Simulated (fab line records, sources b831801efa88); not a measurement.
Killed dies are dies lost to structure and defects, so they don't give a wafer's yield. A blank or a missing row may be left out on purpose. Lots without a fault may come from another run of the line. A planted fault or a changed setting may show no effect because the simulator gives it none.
One fault seen from 2 desks | flow gf180mcu | each desk has only its own numbers; what lay behind them comes last

THE METROLOGY DESK
What the gauges read, lot by lot, whatever tool the lot ran on: means of the sampled wafers that have a number. A lot is out of limits, marked OUT, if its mean lies more than 4 standard deviations from the usual mean; the brackets give that distance.
Columns: A = cd_nm at GF_M2_CD_MEAS_14, usual 279.9 nm
lot  | first seen here | A
L813 | day 22 03:34    | 281.3
L814 | day 22 12:29    | 279.8
L815 | day 22 16:22    | 281.4
L819 | day 24 07:33    | 279.6
L820 | day 24 13:14    | 279.1
L821 | day 24 22:07    | 280.7
L822 | day 25 04:25    | 281.1
L823 | day 25 09:49    | 278.3
L824 | day 25 17:07    | 279.5
L831 | day 27 14:52    | 279.2
L833 | day 28 08:25    | 277.7
L834 | day 28 13:18    | 279.8
This desk's finding: nothing out of limits on any of the 12 lots.

THE TOOL OWNER'S DESK: furnace-02
The tool's own readings at GF_DUAL_GATE_OXIDATION_15 (stabilise 600 s, purge 300 s, target thk 7.098 nm): means of the sampled wafers that have a number, for each lot that ran on this tool. A lot is out of limits, marked OUT, if its mean lies more than 4 standard deviations from the usual mean; the brackets give that distance. Of its 10 readings 7 are shown: the one that was out of limits first, and those that lie furthest out on some lot.
Columns: A = spike_tc_bottom_C at GF_DUAL_GATE_OXIDATION_15, usual 864.4 C; B = spike_tc_centre_C at GF_DUAL_GATE_OXIDATION_15, usual 850.4 C; C = spike_tc_lower_C at GF_DUAL_GATE_OXIDATION_15, usual 851.1 C; D = spike_tc_top_C at GF_DUAL_GATE_OXIDATION_15, usual 863.0 C; E = spike_tc_upper_C at GF_DUAL_GATE_OXIDATION_15, usual 850.4 C; F = tube_center_temp_C at GF_DUAL_GATE_OXIDATION_15, usual 849.99 C; G = tube_center_temp_C_max at GF_DUAL_GATE_OXIDATION_15, usual 852.1
lot  | first seen here | A               | B               | C               | D               | E               | F                        | G
L813 | day 9 21:59     | 865.4           | 851.2           | 851.0           | 862.2           | 850.1           | 849.91                   | 851.7
L814 | day 10 05:31    | 865.1           | 851.5           | 850.7           | 861.9           | 850.0           | 849.95                   | 852.0
L819 | day 11 19:47    | 865.3           | 850.5           | 852.5           | 860.3           | 850.2           | 849.93                   | 852.1
L820 | day 12 02:46    | 865.3           | 850.3           | 851.0           | 861.3           | 850.4           | 849.99                   | 852.8
L821 | day 12 11:20    | 864.6           | 850.0           | 851.1           | 861.7           | 850.8           | 849.92                   | 852.0
L822 | day 12 15:25    | 897.9 (+24) OUT | 884.0 (+34) OUT | 884.6 (+30) OUT | 894.1 (+13) OUT | 882.7 (+33) OUT | 882.72 (+99 or more) OUT | 884.8 (+93) OUT
L823 | day 12 20:56    | 897.7 (+24) OUT | 884.2 (+34) OUT | 885.8 (+32) OUT | 892.9 (+12) OUT | 883.5 (+34) OUT | 882.77 (+99 or more) OUT | 884.8 (+93) OUT
L824 | day 13 04:15    | 897.5 (+24) OUT | 883.3 (+33) OUT | 883.4 (+29) OUT | 891.8 (+12) OUT | 882.8 (+33) OUT | 882.77 (+99 or more) OUT | 885.1 (+94) OUT
L834 | day 15 22:44    | 865.0           | 851.2           | 851.8           | 861.3           | 850.4           | 850.01                   | 852.3
This desk's finding: out of limits on L822, L823, L824; first on L822, day 12 15:25 (spike_tc_bottom_C at GF_DUAL_GATE_OXIDATION_15). In limits: L813, L814, L819, L820, L821, L834.

PUT TOGETHER
The tool owner's desk could have raised an alarm at day 12 15:25, on L822, L823, L824.
The metrology desk saw nothing out of limits.
The metrology desk has L822, L823, L824 on record, within its limits.
Of the lots named, all ran GF_DUAL_GATE_OXIDATION_15 on furnace-02.

WHAT THE SIMULATOR HAD PUT IN
Process parameter drift: furnace-02, from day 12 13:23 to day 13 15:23, at GF_DUAL_GATE_OXIDATION_15. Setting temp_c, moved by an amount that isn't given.
Lots struck among those shown: L822, L823, L824.
Hours from the fault's start to each desk's first reading out of limits: the tool owner's desk, 2.
